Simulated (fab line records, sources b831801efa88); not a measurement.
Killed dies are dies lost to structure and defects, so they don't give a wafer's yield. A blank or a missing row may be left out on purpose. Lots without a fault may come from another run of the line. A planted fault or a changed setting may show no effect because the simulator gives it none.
Which tool did it? | flow sky130 | 11 lots, 33 wafers sampled, at 4 steps of a route of 708

WHAT THE GAUGES READ, wafer by wafer
SKY_LI_CONTACT_RS_MEAS_22: measures by four-point-probe.
lot  | measured     | on            | LI_CONTACT_W_RS (ohm/sq)
L729 | day 29 10:06 | film_metro-02 | 0.2972 0.2966 0.2912
L731 | day 30 06:25 | film_metro-01 | 0.2928 0.2959 0.2940
L733 | day 30 18:30 | film_metro-01 | 0.3004 0.3000 0.2953
L734 | day 32 06:20 | film_metro-02 | 0.2945 0.2941 0.2962
L736 | day 32 07:42 | film_metro-03 | 0.2940 0.2960 0.2918
L740 | day 33 05:07 | film_metro-03 | 0.2923 0.2896 0.2931
L742 | day 33 16:46 | film_metro-01 | 0.2913 0.2929 0.2928
L741 | day 33 23:22 | film_metro-02 | 0.2579 0.2574 0.2593
L743 | day 34 07:46 | film_metro-02 | 0.2590 0.2531 0.2578
L744 | day 34 08:01 | film_metro-03 | 0.2962 0.2975 0.2984
L745 | day 34 12:56 | film_metro-02 | 0.2560 0.2559 0.2582

WHICH TOOL RAN EACH LOT (tool, then ch and the chambers of the sampled wafers, then the start)
lot  | SKY_SD_N_RTA_14                  | SKY_LI_CONTACT_SPUTTER_20    | SKY_LI_CONTACT_CVD_21
L729 | rtp_anneal-02 ch 0, day 28 04:22 | pvd_sputter-01, day 29 09:54 | cvd_w-01 ch 0, day 29 09:58
L731 | rtp_anneal-01 ch 0, day 29 00:37 | pvd_sputter-01, day 30 06:14 | cvd_w-01 ch 0,1, day 30 06:18
L733 | rtp_anneal-01 ch 0, day 29 12:44 | pvd_sputter-02, day 30 18:16 | cvd_w-02 ch 0,1, day 30 18:22
L734 | rtp_anneal-02 ch 0, day 31 01:52 | pvd_sputter-01, day 32 06:09 | cvd_w-02 ch 0,1, day 32 06:13
L736 | rtp_anneal-02 ch 0, day 31 02:52 | pvd_sputter-02, day 32 07:30 | cvd_w-02 ch 0,1, day 32 07:34
L740 | rtp_anneal-02 ch 0, day 32 00:04 | pvd_sputter-03, day 33 04:55 | cvd_w-01 ch 1, day 33 04:59
L742 | rtp_anneal-01 ch 0, day 32 11:02 | pvd_sputter-01, day 33 16:31 | cvd_w-02 ch 0,1, day 33 16:37
L741 | rtp_anneal-02 ch 0, day 32 18:40 | pvd_sputter-03, day 33 23:10 | cvd_w-01 ch 0,1, day 33 23:14
L743 | rtp_anneal-01 ch 0, day 33 03:22 | pvd_sputter-02, day 34 07:34 | cvd_w-01 ch 0,1, day 34 07:37
L744 | rtp_anneal-02 ch 0, day 33 03:40 | pvd_sputter-01, day 34 07:50 | cvd_w-02 ch 0,1, day 34 07:53
L745 | rtp_anneal-01 ch 0, day 33 07:53 | pvd_sputter-02, day 34 12:41 | cvd_w-01 ch 0,1, day 34 12:47
- SKY_SD_N_RTA_14: time 2 s.
- SKY_LI_CONTACT_SPUTTER_20: material TiN, target thk 20 nm, time 80 s.
- SKY_LI_CONTACT_CVD_21: deposits W, target thk 400 nm, time 120.56 s.

THE ANSWER, worked out from the rows above alone
Rule: what is usual is taken from the lots themselves. Put in order of their means at a reading, lots are off if they are a third of the lots or fewer, leave a main group of 4 or more, and stand apart from it by a gap of 3 or more times the standard deviation of the main group's means; of several such gaps the widest counts. A main group whose means are all the same, to the digits that the tables above print for the reading, isn't used. A lot without any number at a reading at which 4 lots or more have one is off too. The other lots that the step has rows for count as sound.
Off: L741, L743, L745, at SKY_LI_CONTACT_RS_MEAS_22 (LI_CONTACT_W_RS). The main group: mean 0.2948 ohm/sq, standard deviation 0.0022.
A tool fits if, at a process step before that reading, it ran every lot that is off, and no sound lot after the first of them. The gauges at SKY_LI_CONTACT_RS_MEAS_22 are tried like those tools. Can't be told from this: 2 tools fit, cvd_w-01 at SKY_LI_CONTACT_CVD_21, film_metro-02 at SKY_LI_CONTACT_RS_MEAS_22.

WHAT THE SIMULATOR HAD PUT IN
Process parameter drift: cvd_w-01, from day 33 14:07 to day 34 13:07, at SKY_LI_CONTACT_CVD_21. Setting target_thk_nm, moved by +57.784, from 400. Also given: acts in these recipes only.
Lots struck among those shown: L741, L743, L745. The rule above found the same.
